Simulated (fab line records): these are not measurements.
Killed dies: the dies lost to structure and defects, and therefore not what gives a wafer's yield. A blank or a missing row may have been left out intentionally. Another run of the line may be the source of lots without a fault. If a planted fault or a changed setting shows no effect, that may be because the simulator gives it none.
Which tool was responsible? | flow sky130 | Sampling: 6 lots, 18 wafers, 3 of 708 route steps

== WHAT THE GAUGES SHOWED, per wafer ==
SKY_VIA3_THK_MEAS_01.
lot  | measured     | on            | VIA3_HDPCVD_THK (nm)
L904 | day 39 22:29 | film-metro-02 | 1635 1634 1647
L907 | day 40 14:46 | film-metro-02 | 1618 1618 1622
L909 | day 41 08:28 | film-metro-02 | 1628 1640 1626
L912 | day 41 22:20 | film-metro-03 | 1164 1160 1598
L915 | day 42 19:49 | film-metro-03 | 1639 1197 1637
L923 | day 45 01:40 | film-metro-02 | 1629 1622 1623

== WHICH TOOL RAN EACH LOT (tool, then ch and the chambers of the sampled wafers, then the start) ==
lot  | SKY_METAL3_METAL_ETCH_18          | SKY_VIA3_HDPCVD_00
L904 | rie-metal-02 ch 0, day 39 21:14   | hdpcvd-02 ch 0,1,2, day 39 22:22
L907 | rie-metal-02 ch 0,1, day 40 13:47 | hdpcvd-02 ch 0,1, day 40 14:37
L909 | rie-metal-04 ch 0,1, day 41 07:34 | hdpcvd-01 ch 0,2, day 41 08:16
L912 | rie-metal-04 ch 0,1, day 41 21:26 | hdpcvd-01 ch 0,1, day 41 22:08
L915 | rie-metal-04 ch 0, day 42 18:50   | hdpcvd-01 ch 0,2, day 42 19:39
L923 | rie-metal-04 ch 0,1, day 45 00:46 | hdpcvd-02 ch 0,1, day 45 01:29
- SKY_METAL3_METAL_ETCH_18: etches the open film in Cl2/BCl3, stops on SiO2, target depth 845 nm, time 183.1 s.
- SKY_VIA3_HDPCVD_00: deposits SiO2, target thk 1635 nm, time 272.5 s.

== THE ANSWER, worked out from the rows above alone ==
Rule: usual is defined by the lots themselves. The widest of any qualifying gaps counts: lots, ordered by their means at a reading, are off when they make up no more than a third of the lots, leave a main group of 4 or more, and stand apart from it by 3 or more times the standard deviation of that group's means. A main group whose means are all the same, to the digits that the tables above print for the reading, isn't used. Also off: a lot with no number at a reading for which 4 or more lots have one. Any other lot the step has rows for is counted as sound.
Off: L912, L915, seen at SKY_VIA3_THK_MEAS_01 (VIA3_HDPCVD_THK). Main group: mean 1628 nm, sd 7.2.
A tool fits if, at a process step before that reading, it ran every lot that is off, and no sound lot after the first of them. The gauges at SKY_VIA3_THK_MEAS_01 are tried like those tools. This does not decide it: 2 tools fit, namely hdpcvd-01 at SKY_VIA3_HDPCVD_00 and film-metro-03 at SKY_VIA3_THK_MEAS_01.

== WHAT THE SIMULATOR PUT IN ==
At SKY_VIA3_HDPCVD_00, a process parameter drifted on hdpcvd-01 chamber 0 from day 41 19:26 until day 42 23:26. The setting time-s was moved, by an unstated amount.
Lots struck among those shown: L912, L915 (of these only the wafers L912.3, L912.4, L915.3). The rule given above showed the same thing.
